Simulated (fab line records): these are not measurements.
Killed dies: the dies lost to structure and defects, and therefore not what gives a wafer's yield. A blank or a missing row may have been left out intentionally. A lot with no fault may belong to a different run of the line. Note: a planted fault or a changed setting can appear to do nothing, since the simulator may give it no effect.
Problem report, 8D (eight disciplines) form, completed by code + flow gf180mcu + the parts of the form that need people (team, actions taken, sign-off) are left out

## 1. WHAT WENT WRONG
Across 2 wafers from 2 lots, V2_CVD_02_THK at GF_V2_THK_MEAS_03 averages 1264 nm, while fault-free wafers read 850 nm with a standard deviation of 13. That is +32 standard deviations from the usual mean.
Seen first at day 24 12:32 on film metro-03, wafer L121.1. The record has a number at this step for 33 wafers belonging to 11 lots. By rule, "out" or "out of limits" means more than 4 standard deviations away from the usual mean. Any other wafer with a number is counted as sound.

## 2. WHAT THIS IS AND IS NOT
| question                    | is                | is not                                                                    |
|-----------------------------|-------------------|---------------------------------------------------------------------------|
| which readings at this step | V2_CVD_02_THK     | -                                                                         |
| which lots                  | L121, L122        | L108, L110, L112, L113, L114, L116, L118, L119, L130                      |
| which wafers of those lots  | L121.1, L122.3    | L121.2, L121.5, L122.4, L122.6                                            |
| read on which gauges        | film metro-03     | film metro-01, film metro-02                                              |
| when                        | from day 24 12:32 | up to then (26 sound wafers); but 5 sound wafers of L122, L130 came after |

## 3. SUSPECTS, AND WHAT RULES EACH OUT
Counting: a tool at a process step up to the reading stays a suspect if it ran every lot that is out. Sound lots after the first of them don't rule it out here, since some wafers of a struck lot are sound.
- ruled out: the gauge at GF_V2_THK_MEAS_03. All the wafers that are out were read on film metro-03, but those of them that GF_V2_CMP_04 has rows for are out there too, on other tools.
- plasma asher-04 at GF_M2_STRIP_17 (strips in O2/N2): kept. Ran every lot that is out, first one L121 (day 24 11:49); last sound lot up to then L119 (day 23 13:35).
- pecvd-02 at GF_V2_CVD_02 (deposits SiO2 from TEOS, target thk 850 nm, time 94.851 s): kept. Ran every lot that is out, first one L121 (day 24 12:28); last sound lot up to then L119 (day 23 14:15).
- pecvd-02, GF_V2_CVD_02: wafers that are out in chamber 1, sound lot-mates in chambers 0, 2.
What counting leaves: plasma asher-04 at GF_M2_STRIP_17 and pecvd-02 at GF_V2_CVD_02.

## 4. THE CAUSE (what the simulator had put in)
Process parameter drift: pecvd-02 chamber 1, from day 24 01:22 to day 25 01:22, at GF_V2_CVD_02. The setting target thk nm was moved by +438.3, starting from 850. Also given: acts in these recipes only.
Of the 2 suspects that counting leaves, this tool is one.

## 5. SEQUENCE OF EFFECTS, ordered by route
Each row: a reading whose mean over the struck wafers that have a number lies more than 3 standard deviations from the usual. Readings are gone through only where the record gives a usual standard deviation; hours: the median, over the lots, of the time from a lot's start at the first step in this table giving one to that lot's start at this step; sigmas: the change measured in usual standard deviations.
| hours | step              | reading            | usual  | on struck wafers | change | sigmas |
|-------|-------------------|--------------------|--------|------------------|--------|--------|
| 0     | GF_V2_THK_MEAS_03 | V2_CVD_02_THK      | 850 nm | 1264             | +414   | +32    |
| 0     | GF_V2_CMP_04      | time to endpoint s | 80 s   | 236              | +156   | +25    |
It contains these process steps:
- GF_V2_CMP_04: polishes SiO2.

## 6. WHAT WOULD HAVE CAUGHT IT SOONER
The first out-of-limits reading at a measuring or inspecting step in this record came at day 24 12:32, 11 hours after the fault's start at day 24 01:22.
Of the tool readings at GF_V2_CVD_02 for which the record gives a usual standard deviation, none was out on any struck wafer, so an alarm limit of 4 standard deviations on them would not have fired.
Among the 2 lots that are out, L122 began GF_V2_CVD_02 on pecvd-02 after day 24 12:32. Holding the tool at that time would have saved it.
